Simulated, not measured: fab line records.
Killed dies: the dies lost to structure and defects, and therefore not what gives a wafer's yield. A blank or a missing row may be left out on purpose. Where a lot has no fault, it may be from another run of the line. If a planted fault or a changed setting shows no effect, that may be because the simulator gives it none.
Matching of chambers    flow sky130    cmp-01 running SKY_VIA2_CMP_02: 4 sister chambers
The step polishes SiO2. 8 wafers are shown with their chamber, then 12 later ones without.

WAFERS WITH THEIR CHAMBER
wafer   chamber  motor-current-A (A)
L082.3  2        12.6
L083.3  2        12.0
L085.1  0        11.3
L086.4  3        12.9
L086.5  0        11.6
L088.3  3        13.3
L088.4  1        11.7
L088.6  1        11.3

WAFERS MISSING THEIR CHAMBER
wafer   motor-current-A (A)
L089.2  11.2
L089.3  12.8
L089.5  11.5
L090.2  11.8
L090.3  11.9
L090.4  11.2
L093.2  11.4
L093.3  13.5
L093.5  11.7
L097.1  11.1
L097.2  12.1
L097.4  11.6

WHICH CHAMBER EACH ONE RAN IN
wafer   from the rows above           in truth
L089.2  can't be placed: 0 or 1       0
L089.3  can't be placed: 3 or 2       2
L089.5  can't be placed: 1 or 0       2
L090.2  can't be placed: 1 or 0 or 2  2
L090.3  can't be placed: 1 or 2 or 0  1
L090.4  can't be placed: 0 or 1       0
L093.2  can't be placed: 0 or 1       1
L093.3  3                             3
L093.5  can't be placed: 1 or 0 or 2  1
L097.1  can't be placed: 0 or 1       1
L097.2  can't be placed: 2 or 1 or 0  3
L097.4  can't be placed: 1 or 0 or 2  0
1 of 12 placed correctly. Not placeable from these rows: 11 (in 9, the candidates include the true chamber). 0 placed wrongly.
How it was worked out, from the rows above alone: a wafer's distance from a chamber is the root of the sum, over the readings, of the square of ((its reading less the chamber's mean) divided by the reading's scatter). If the next closest chamber is less than 2 further off than the closest, the wafer can't be placed; otherwise it belongs to the closest. A chamber's mean is the mean of its shown wafers. The scatter: take each reading less its chamber's mean, square it, sum over the shown wafers, divide by the number of wafers less the number of chambers, and take the root.
